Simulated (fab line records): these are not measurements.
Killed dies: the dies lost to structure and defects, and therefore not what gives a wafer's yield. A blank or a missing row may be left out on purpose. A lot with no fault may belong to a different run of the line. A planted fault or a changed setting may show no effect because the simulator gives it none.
Struck lot and sound lot, side by side -- flow sky130 -- 15 steps out of a route of 708
Sound: the wafers L277.1, L277.5, L277.6. Struck: wafer L285.6; the same lot's L285.2 was not struck, so it is left out; see the end for the cause.
Order at every step that has rows: each side's tool, ch and its chambers, its first start. Under that, the readings that differ: sound wafers -- struck wafers -- difference of the means -- sigmas: that difference in standard deviations of wafers without a fault.
alike: readings with means less than 2 such deviations apart, plus words and numbers identical on both sides. not compared: withheld readings, readings lacking a value on some wafer, bounds such as >300 that could conceal the same value, and numbers that have no deviation in the record and whose values overlap.
A row with sigmas, a row that says differs or no value, or rows on one side alone: a step with any of these is where the two part. Numbers that don't overlap but have no deviation are shown without sigmas and don't part them. A reading missing from all wafers of one side parts the sides only when that side holds two or more wafers.

SKY_CONTACT_SPUTTER_23: material TiN, target thk 20 nm, time 80 s.
  sound: pvd sputter-03 at day 33 14:23; struck: pvd sputter-03 at day 36 07:19
  alike: cathode dc power W, chamber pressure pa, throttle valve pct
SKY_CONTACT_CVD_24: deposits W, target thk 340 nm, time 102.12 s.
  sound on cvd w-02 ch 0,1, day 33 14:26; struck on cvd w-01 ch 0, day 36 07:23
reading,sound,struck,difference,sigmas
heater power w (W),839 857 839,803,-42,-2
SKY_CONTACT_RS_MEAS_25: the measuring method here is four-point-probe.
  sound: film metro-04 at day 33 14:33; struck: film metro-02 at day 36 07:31
  alike: CONTACT_W_RS
SKY_CONTACT_THK_MEAS_26: measures by xrf.
  sound: film metro-04 at day 33 14:40; struck: film metro-02 at day 36 07:37
  alike: CONTACT_W_THK
SKY_CONTACT_CMP_27: polishes, stops on SiO2, t overpolish 15 s, target thk 0 nm.
  sound on cmp-01 ch 2,3, day 33 14:44; struck on cmp-01 ch 2, day 36 07:46
  alike: motor current A, overpolish run s, time to endpoint s
SKY_METAL1_SPUTTER_00: material Ti, target thk 15 nm, time 10 s.
  sound: pvd sputter-02 at day 33 15:02; struck: pvd sputter-01 at day 36 07:58
  alike: cathode dc power W, chamber pressure pa, throttle valve pct
then, 3 steps without rows for these wafers: SKY_METAL1_SPUTTER_01 (material TiN, target thk 20 nm, time 16.7 s); SKY_METAL1_SPUTTER_02 (material AlCu, target thk 250 nm, time 13.3 s); SKY_METAL1_SPUTTER_03 (material Ti, target thk 5 nm, time 3.3 s).
SKY_METAL1_SPUTTER_04: material TiN, target thk 70 nm, time 58.3 s.
  sound: pvd sputter-02 at day 33 15:07; struck: pvd sputter-01 at day 36 08:04
  alike: cathode dc power W, chamber pressure pa, throttle valve pct
SKY_METAL1_RS_MEAS_05: the measuring method here is four-point-probe.
  sound: film metro-03 at day 33 15:10; struck: film metro-04 at day 36 08:08
  alike: METAL1_ALCU_RS
SKY_METAL1_THK_MEAS_06: measures by xrf.
  sound: film metro-03 at day 33 15:17; struck: film metro-04 at day 36 08:14
  alike: METAL1_ALCU_THK
SKY_METAL1_DEHYDRATE_07: time 60 s.
  sound on litho track-02 ch 0, day 34 02:56; struck on litho track-02 ch 0, day 36 19:40
reading,sound,struck,difference,sigmas
heater power total W (W),160.60 160.26 160.24,173.95,+13.58,+99 or more
run length s (s),89.08 89.06 89.16,75.53,-13.57,-85
then, 1 step without rows for these wafers: SKY_METAL1_HMDS_08 (prime time 60 s).
-- the record jumps here: 13 days lie between the struck wafers' starts before and after (it left off in module METAL1 and takes up again in module PAD_OPEN, whose first step shown is number 708 of the route) --
SKY_PAD_OPEN_PROBE_99:
  sound: prober-01 at day 47 04:17; struck: prober-02 at day 49 07:47
  alike: defect limited yield, killed_at_M0_to_M3, killed_at_M4_up, killed at contacts, killed at front end, killed at other, killed dies, killed open, killed short, sort_bin_3_pad_short, sort_bin_5_function, sort_bin_6_memory, sort n pass, sort yield pct

## WHERE THEY PART
At SKY_CONTACT_CVD_24 first; at SKY_METAL1_DEHYDRATE_07 last (within this record only). Later steps at which nothing parts them and some readings are alike: SKY_PAD_OPEN_PROBE_99.

WHY: whatever the simulator had introduced
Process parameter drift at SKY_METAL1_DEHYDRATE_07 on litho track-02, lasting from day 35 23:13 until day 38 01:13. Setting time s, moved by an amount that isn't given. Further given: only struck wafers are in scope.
